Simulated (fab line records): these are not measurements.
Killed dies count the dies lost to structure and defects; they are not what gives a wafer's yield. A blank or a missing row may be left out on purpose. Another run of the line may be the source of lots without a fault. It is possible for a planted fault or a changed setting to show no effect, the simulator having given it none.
8D (eight disciplines) problem report, filled in by code :: flow sfq-line :: the parts of the form that need people (team, actions taken, sign-off) are left out

## 1. THE ISSUE
Mean of time-to-endpoint-s at SFQ_TRILAYER_I0_CMP_CMP_028: 282 s across 4 wafers in 3 lots; on wafers with no fault it is 217 s (standard deviation 7.9). Relative to the usual mean, that is a shift of +8.2 standard deviations.
The step: polishes SiO2.
First seen on wafer L345.1, day 13 10:03, on cmp-01. The record holds 42 wafers of 15 lots with a number at this step. Rule for "out" (also "out of limits"): further than 4 standard deviations from the usual mean. The other wafers with a number count as sound.

## 2. WHAT IT IS, AND WHAT IT ISN'T
question: which readings at this step
is: time-to-endpoint-s
is not: motor-current-A

question: which lots
is: L345, L346, L347
is not: L342, L348, L353, L354, L355, L356, L357, L359, L360, L361, L362, L363

question: which wafers of those lots
is: L345.1, L346.5, L347.1, L347.5
is not: L345.3, L345.6, L346.4, L346.6

question: read on which tools
is: cmp-01
is not: cmp-02

question: when
is: from day 13 10:03
is not: up to then (5 sound wafers); but 33 sound wafers of L346, L348, L353, L354, L355, L356, L357, L359, L360, L361, L362, L363 came after

## 3. WHAT RULES OUT EACH SUSPECT
Counting: a tool at a process step up to the reading stays a suspect if it ran every lot that is out. Sound lots after the first of them don't rule it out here, since some wafers of a struck lot are sound.
- cmp-01 at SFQ_TRILAYER_I0_CMP_CMP_028 (polishes SiO2): kept. Ran every lot that is out, first one L345 (day 13 09:03); last sound lot up to then L342 (day 12 01:20). Out on those wafers are its own readings of time-to-endpoint-s.
Left after counting: cmp-01 at SFQ_TRILAYER_I0_CMP_CMP_028.

## 4. THE CAUSE (what the simulator had put in)
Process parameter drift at SFQ_TRILAYER_I0_CMP_CMP_028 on cmp-01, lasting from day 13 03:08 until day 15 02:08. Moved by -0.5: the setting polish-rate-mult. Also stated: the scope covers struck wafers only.
After counting, this tool was the only one left.

## 5. THE EFFECT CHAIN, in route order
Each row: a reading whose mean over the struck wafers that have a number lies more than 3 standard deviations from the usual. Readings are gone through only where the record gives a usual standard deviation; hours: the median, over the lots, of the time from a lot's start at the first step in this table giving one to that lot's start at this step; sigmas: the change measured in usual standard deviations.
hours: 0
step: SFQ_TRILAYER_I0_CMP_CMP_028
reading: time-to-endpoint-s
usual: 217 s
on struck wafers: 282
change: +64
sigmas: +8.2

hours: 2
step: SFQ_TRILAYER_I0_METRO_MEASURE_029
reading: thk-nm
usual: 200.1 nm
on struck wafers: 306.6
change: +106.5
sigmas: +82

hours: 142
step: SFQ_TRILAYER_I0_VIA_ETCH_VIA_ETCH_034
reading: oes-product-au
usual: 0.855 a.u.
on struck wafers: 0.996
change: +0.141
sigmas: +26
Here are the process steps it includes:
- SFQ_TRILAYER_I0_CMP_CMP_028: polishes SiO2.
- SFQ_TRILAYER_I0_METRO_MEASURE_029
- SFQ_TRILAYER_I0_VIA_ETCH_VIA_ETCH_034: etches SiO2 in CHF3, stops on Nb, target depth 260 nm.
At these later measuring or inspecting steps, every struck wafer for which the step has a row has a number for every such reading, and none has moved that far: SFQ_M6_OVL_MEAS_940, SFQ_I7_OVL_MEAS_947, SFQ_M8_BOW_MEAS_951.

## 6. HOW IT WOULD HAVE BEEN CAUGHT EARLIER
In this record no reading fell out of limits until day 13 10:03, 7 hours after the fault had begun at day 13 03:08.
